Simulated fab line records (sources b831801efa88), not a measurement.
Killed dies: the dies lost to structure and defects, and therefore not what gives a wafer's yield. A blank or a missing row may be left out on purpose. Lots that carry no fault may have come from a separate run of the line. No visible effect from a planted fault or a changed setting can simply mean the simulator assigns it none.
Chamber matching || flow sky130 || SKY_VIA3_CMP_02 on cmp-02 has 4 sister chambers
The step polishes SiO2. 33 wafers are shown with their chamber, then 12 later ones without.

== WAFERS WITH THEIR CHAMBER ==
{"wafer": "L074.1", "chamber": 2, "motor_current_A (A)": 12.7}
{"wafer": "L074.5", "chamber": 1, "motor_current_A (A)": 13.5}
{"wafer": "L074.6", "chamber": 2, "motor_current_A (A)": 12.4}
{"wafer": "L075.2", "chamber": 0, "motor_current_A (A)": 12.1}
{"wafer": "L075.3", "chamber": 1, "motor_current_A (A)": 14.2}
{"wafer": "L075.5", "chamber": 0, "motor_current_A (A)": 12.1}
{"wafer": "L076.1", "chamber": 2, "motor_current_A (A)": 12.8}
{"wafer": "L076.5", "chamber": 0, "motor_current_A (A)": 12.5}
{"wafer": "L076.6", "chamber": 1, "motor_current_A (A)": 13.7}
{"wafer": "L077.1", "chamber": 2, "motor_current_A (A)": 13.8}
{"wafer": "L077.2", "chamber": 3, "motor_current_A (A)": 11.7}
{"wafer": "L077.5", "chamber": 1, "motor_current_A (A)": 13.5}
{"wafer": "L079.2", "chamber": 1, "motor_current_A (A)": 13.0}
{"wafer": "L079.3", "chamber": 2, "motor_current_A (A)": 12.5}
{"wafer": "L079.6", "chamber": 2, "motor_current_A (A)": 13.1}
{"wafer": "L080.1", "chamber": 1, "motor_current_A (A)": 13.6}
{"wafer": "L080.5", "chamber": 1, "motor_current_A (A)": 13.4}
{"wafer": "L080.6", "chamber": 2, "motor_current_A (A)": 12.6}
{"wafer": "L081.2", "chamber": 1, "motor_current_A (A)": 14.2}
{"wafer": "L081.3", "chamber": 3, "motor_current_A (A)": 11.6}
{"wafer": "L081.6", "chamber": 2, "motor_current_A (A)": 12.5}
{"wafer": "L082.1", "chamber": 0, "motor_current_A (A)": 13.1}
{"wafer": "L082.5", "chamber": 3, "motor_current_A (A)": 11.8}
{"wafer": "L082.6", "chamber": 2, "motor_current_A (A)": 12.2}
{"wafer": "L084.4", "chamber": 3, "motor_current_A (A)": 11.3}
{"wafer": "L084.5", "chamber": 3, "motor_current_A (A)": 12.1}
{"wafer": "L084.6", "chamber": 2, "motor_current_A (A)": 12.8}
{"wafer": "L087.3", "chamber": 0, "motor_current_A (A)": 13.0}
{"wafer": "L087.5", "chamber": 1, "motor_current_A (A)": 14.0}
{"wafer": "L087.6", "chamber": 0, "motor_current_A (A)": 12.0}
{"wafer": "L089.1", "chamber": 0, "motor_current_A (A)": 12.0}
{"wafer": "L089.3", "chamber": 1, "motor_current_A (A)": 13.7}
{"wafer": "L089.5", "chamber": 2, "motor_current_A (A)": 13.0}

SIGNATURES (means of the wafers above)
{"reading": "motor_current_A", "chamber 0": 12.400, "chamber 1": 13.680, "chamber 2": 12.764, "chamber 3": 11.700, "scatter within a chamber": 0.408}
Rule: for each reading, subtract the chamber's mean from the wafer's reading, divide by that reading's scatter and square the result; add these up over the readings and take the root, which gives the wafer's distance from the chamber. The wafer belongs to the nearest chamber; if the next one is less than 2 further off, it can't be placed. How the scatter is found: for the shown wafers, subtract from each reading the mean of its chamber, square and add these, divide the total by (wafers less chambers), then take the root.

== WAFERS WITH NO CHAMBER GIVEN ==
{"wafer": "L090.1", "motor_current_A (A)": 12.1}
{"wafer": "L090.2", "motor_current_A (A)": 11.6}
{"wafer": "L090.4", "motor_current_A (A)": 12.8}
{"wafer": "L091.1", "motor_current_A (A)": 11.8}
{"wafer": "L091.3", "motor_current_A (A)": 14.1}
{"wafer": "L091.6", "motor_current_A (A)": 12.9}
{"wafer": "L096.1", "motor_current_A (A)": 11.6}
{"wafer": "L096.4", "motor_current_A (A)": 12.8}
{"wafer": "L096.6", "motor_current_A (A)": 14.1}
{"wafer": "L097.3", "motor_current_A (A)": 11.3}
{"wafer": "L097.5", "motor_current_A (A)": 12.8}
{"wafer": "L097.6", "motor_current_A (A)": 12.1}

== CHAMBER TAKEN BY EACH ==
{"wafer": "L090.1", "from the rows above": "can't be placed: 0 or 3 or 2", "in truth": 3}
{"wafer": "L090.2", "from the rows above": "can't be placed: 3 or 0", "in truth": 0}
{"wafer": "L090.4", "from the rows above": "can't be placed: 2 or 0", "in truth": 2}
{"wafer": "L091.1", "from the rows above": "can't be placed: 3 or 0", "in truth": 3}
{"wafer": "L091.3", "from the rows above": 1, "in truth": 1}
{"wafer": "L091.6", "from the rows above": "can't be placed: 2 or 0 or 1", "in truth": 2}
{"wafer": "L096.1", "from the rows above": "can't be placed: 3 or 0", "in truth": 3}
{"wafer": "L096.4", "from the rows above": "can't be placed: 2 or 0", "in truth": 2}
{"wafer": "L096.6", "from the rows above": 1, "in truth": 1}
{"wafer": "L097.3", "from the rows above": "can't be placed: 3 or 0", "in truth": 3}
{"wafer": "L097.5", "from the rows above": "can't be placed: 2 or 0", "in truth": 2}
{"wafer": "L097.6", "from the rows above": "can't be placed: 0 or 3 or 2", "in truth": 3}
Correctly placed: 2 of 12. Not placeable from these rows: 10 (in 10, the candidates include the true chamber). Placed wrongly: 0.
